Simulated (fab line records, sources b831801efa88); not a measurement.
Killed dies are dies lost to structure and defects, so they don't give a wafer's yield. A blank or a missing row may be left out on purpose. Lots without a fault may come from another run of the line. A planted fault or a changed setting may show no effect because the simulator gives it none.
Which tool did it? | flow sky130 | 10 lots, 29 wafers sampled, at 7 steps of a route of 708

WHAT THE GAUGES READ, wafer by wafer
SKY_SPACER_THK_MEAS_01.
lot  | measured     | on            | SPACER_CVD_00_THK (nm)
L652 | day 23 20:56 | film_metro-03 | 43.2 43.1 42.9
L653 | day 24 21:01 | film_metro-03 | 42.7 42.8 42.4
L655 | day 25 05:10 | film_metro-01 | 42.9 42.7 42.1
L658 | day 26 21:38 | film_metro-01 | 42.8 42.8 42.8
L663 | day 29 18:07 | film_metro-02 | 42.6 42.6 42.3
L666 | day 29 18:07 | film_metro-01 | 42.9 42.7 42.8
L665 | day 29 19:20 | film_metro-03 | 42.8 43.3 42.5
L664 | day 29 19:19 | film_metro-01 | 42.0 42.2 42.0
L670 | day 30 19:22 | film_metro-02 | 42.6 42.0
L671 | day 31 15:02 | film_metro-03 | 42.6 42.9 42.8

SKY_SD_P_TW_MEAS_11.
lot  | measured     | on            | SD_P_TW
L652 | day 26 09:14 | film_metro-03 | 2816 2801 2818
L653 | day 27 09:28 | film_metro-04 | 2815 2830 2826
L655 | day 27 17:13 | film_metro-03 | 2815 2808 2810
L658 | day 29 07:19 | film_metro-02 | 2836 2857 2840
L663 | day 32 02:58 | film_metro-02 | 2861 2855 2870
L666 | day 32 02:37 | film_metro-03 | 2813 2812 2826
L665 | day 32 04:23 | film_metro-03 | 2821 2816 2804
L664 | day 32 04:40 | film_metro-03 | 2807 2809 2809
L670 | day 33 02:26 | film_metro-03 | 2802 2805
L671 | day 33 19:19 | film_metro-02 | 2834 2828 2819

SKY_RES_XHIGH_TW_MEAS_09.
lot  | measured     | on            | RES_XHIGH_TW
L652 | day 27 14:53 | film_metro-02 | 1656 1658 1651
L653 | day 28 14:45 | film_metro-04 | 1635 1639 1645
L655 | day 28 22:39 | film_metro-02 | 1645 1633 1635
L658 | day 30 12:47 | film_metro-02 | 1647 1644 1645
L663 | day 33 04:49 | film_metro-04 | 1648 1647 1656
L666 | day 33 04:30 | film_metro-02 | 1639 1646 1636
L665 | day 33 05:47 | film_metro-04 | 1650 1650 1641
L664 | day 33 06:40 | film_metro-03 | 1626 1623 1625
L670 | day 34 02:06 | film_metro-02 | 1474 1651
L671 | day 34 18:34 | film_metro-03 | 1630 1639 1464

SKY_SD_N_RS_MEAS_18: measures by four-point-probe.
lot  | measured     | on            | RES_XHIGH_RS (ohm/sq)
L652 | day 28 20:30 | film_metro-03 | 333.0 331.6 332.1
L653 | day 29 20:29 | film_metro-03 | 333.1 332.5 333.2
L655 | day 30 03:45 | film_metro-02 | 333.0 333.1 333.8
L658 | day 31 16:59 | film_metro-03 | 332.8 332.0 333.1
L663 | day 34 05:30 | film_metro-02 | 332.5 332.5 332.0
L666 | day 34 04:23 | film_metro-03 | 333.8 332.8 334.0
L665 | day 34 06:29 | film_metro-02 | 335.7 335.3 334.2
L664 | day 34 07:51 | film_metro-02 | 332.9 334.0 334.5
L670 | day 35 04:02 | film_metro-04 | 447.5 332.2
L671 | day 35 22:13 | film_metro-03 | 331.8 332.8 448.6

WHICH TOOL RAN EACH LOT (tool, then ch and the chambers of the sampled wafers, then the start)
lot  | SKY_LDD_P_STRIP_10                   | SKY_RES_XHIGH_IMPLANT_07        | SKY_RES_XHIGH_STRIP_08
L652 | plasma_asher-02 ch 0,1, day 19 22:40 | implanter-04 ch 0, day 27 14:38 | plasma_asher-04 ch 0,1, day 27 14:46
L653 | plasma_asher-03 ch 0,1, day 20 20:40 | implanter-03 ch 0, day 28 14:30 | plasma_asher-03 ch 0,1, day 28 14:39
L655 | plasma_asher-01 ch 0,1, day 21 07:04 | implanter-04 ch 0, day 28 22:24 | plasma_asher-03 ch 0,1, day 28 22:33
L658 | plasma_asher-02 ch 0,1, day 22 22:01 | implanter-04 ch 0, day 30 12:33 | plasma_asher-01 ch 0,1, day 30 12:40
L663 | plasma_asher-02 ch 1, day 25 23:10   | implanter-04 ch 0, day 33 04:35 | plasma_asher-03 ch 0,1, day 33 04:42
L666 | plasma_asher-03 ch 0,1, day 25 23:28 | implanter-03 ch 0, day 33 04:15 | plasma_asher-04 ch 0,1, day 33 04:24
L665 | plasma_asher-01 ch 0,1, day 25 23:36 | implanter-04 ch 0, day 33 05:34 | plasma_asher-03 ch 0,1, day 33 05:42
L664 | plasma_asher-03 ch 0, day 26 01:40   | implanter-02 ch 0, day 33 06:25 | plasma_asher-01 ch 0,1, day 33 06:34
L670 | plasma_asher-03 ch 0, day 27 03:46   | implanter-04 ch 0, day 34 01:51 | plasma_asher-03 ch 0, day 34 02:00
L671 | plasma_asher-02 ch 0,1, day 27 23:43 | implanter-04 ch 0, day 34 18:20 | plasma_asher-03 ch 0, day 34 18:27
- SKY_LDD_P_STRIP_10: strips in O2/N2.
- SKY_RES_XHIGH_IMPLANT_07
- SKY_RES_XHIGH_STRIP_08: strips in O2/N2.

WHAT THE TOOLS THEMSELVES READ (means of the sampled wafers that have a number; where no wafer has one, the mark that the record gives instead)
SKY_LDD_P_STRIP_10.
lot  | tool            | chamber_pressure_mTorr (mTorr) | drypump_motor_current_A (A) | o2_flow_sccm (sccm) | oes_product_au (a.u.) | strip_time_to_endpoint_s (s)
L652 | plasma_asher-02 | 1499.3                         | 6.4                         | 2995                | 0.713                 | 14.16
L653 | plasma_asher-03 | 1499.7                         | 5.6                         | 2997                | 0.715                 | 14.16
L655 | plasma_asher-01 | 1499.8                         | 5.7                         | 2988                | 0.722                 | 14.18
L658 | plasma_asher-02 | 1500.7                         | 6.4                         | 3005                | 0.712                 | 14.23
L663 | plasma_asher-02 | 1499.4                         | 6.3                         | 2985                | 0.716                 | 14.20
L666 | plasma_asher-03 | 1498.5                         | 5.4                         | 2993                | 0.723                 | 14.19
L665 | plasma_asher-01 | 1501.1                         | 5.6                         | 3005                | 0.714                 | 14.16
L664 | plasma_asher-03 | 1500.3                         | 5.7                         | 3006                | 0.714                 | 14.16
L670 | plasma_asher-03 | 1499.0                         | 5.8                         | 2998                | 0.718                 | 14.16
L671 | plasma_asher-02 | 1499.8                         | 6.3                         | 2996                | 0.715                 | 14.17

SKY_RES_XHIGH_IMPLANT_07.
lot  | tool         | dose_ions_cm2
L652 | implanter-04 | 3.599e+14
L653 | implanter-03 | 3.601e+14
L655 | implanter-04 | 3.602e+14
L658 | implanter-04 | 3.601e+14
L663 | implanter-04 | 3.593e+14
L666 | implanter-03 | 3.600e+14
L665 | implanter-04 | 3.602e+14
L664 | implanter-02 | 3.600e+14
L670 | implanter-04 | 3.602e+14
L671 | implanter-04 | 3.595e+14

SKY_RES_XHIGH_STRIP_08.
lot  | tool            | chamber_pressure_mTorr (mTorr) | drypump_motor_current_A (A) | o2_flow_sccm (sccm) | oes_product_au (a.u.) | strip_time_to_endpoint_s (s)
L652 | plasma_asher-04 | 1499.9                         | 5.5                         | 3006                | 0.713                 | 14.31
L653 | plasma_asher-03 | 1500.2                         | 5.7                         | 3004                | 0.713                 | 14.22
L655 | plasma_asher-03 | 1501.3                         | 5.4                         | 3002                | 0.707                 | 14.25
L658 | plasma_asher-01 | 1500.6                         | 5.7                         | 3009                | 0.709                 | 14.22
L663 | plasma_asher-03 | 1500.5                         | 5.6                         | 3003                | 0.712                 | 14.24
L666 | plasma_asher-04 | 1500.5                         | 5.5                         | 3001                | 0.713                 | 14.24
L665 | plasma_asher-03 | 1500.4                         | 5.6                         | 3010                | 0.712                 | 14.27
L664 | plasma_asher-01 | 1500.7                         | 5.7                         | 3001                | 0.713                 | 14.26
L670 | plasma_asher-03 | 1499.7                         | 5.8                         | 2999                | 0.713                 | 14.21
L671 | plasma_asher-03 | 1500.0                         | 5.8                         | 2999                | 0.712                 | 14.21

THE ANSWER, worked out from the rows above alone
Rule: what is usual is taken from the lots themselves. Put in order of their means at a reading, lots are off if they are a third of the lots or fewer, leave a main group of 4 or more, and stand apart from it by a gap of 3 or more times the standard deviation of the main group's means; of several such gaps the widest counts. A main group whose means are all the same, to the digits that the tables above print for the reading, isn't used. A lot without any number at a reading at which 4 lots or more have one is off too. The other lots that the step has rows for count as sound. The gauges are gone through in route order, then the tools' own readings, and for those a lot's mean is taken as printed above. The first step at which some lot is off is used, and at that step the reading that is off furthest; a lot without a number counts as furthest.
Off: L670, L671, at SKY_RES_XHIGH_TW_MEAS_09 (RES_XHIGH_TW). The main group: mean 1642, standard deviation 8.7.
A tool fits if, at a process step before that reading, it ran every lot that is off, and no sound lot after the first of them. The gauges at SKY_RES_XHIGH_TW_MEAS_09 are tried like those tools. Can't be told from this: 2 tools fit, implanter-04 at SKY_RES_XHIGH_IMPLANT_07, plasma_asher-03 at SKY_RES_XHIGH_STRIP_08.

WHAT THE SIMULATOR HAD PUT IN
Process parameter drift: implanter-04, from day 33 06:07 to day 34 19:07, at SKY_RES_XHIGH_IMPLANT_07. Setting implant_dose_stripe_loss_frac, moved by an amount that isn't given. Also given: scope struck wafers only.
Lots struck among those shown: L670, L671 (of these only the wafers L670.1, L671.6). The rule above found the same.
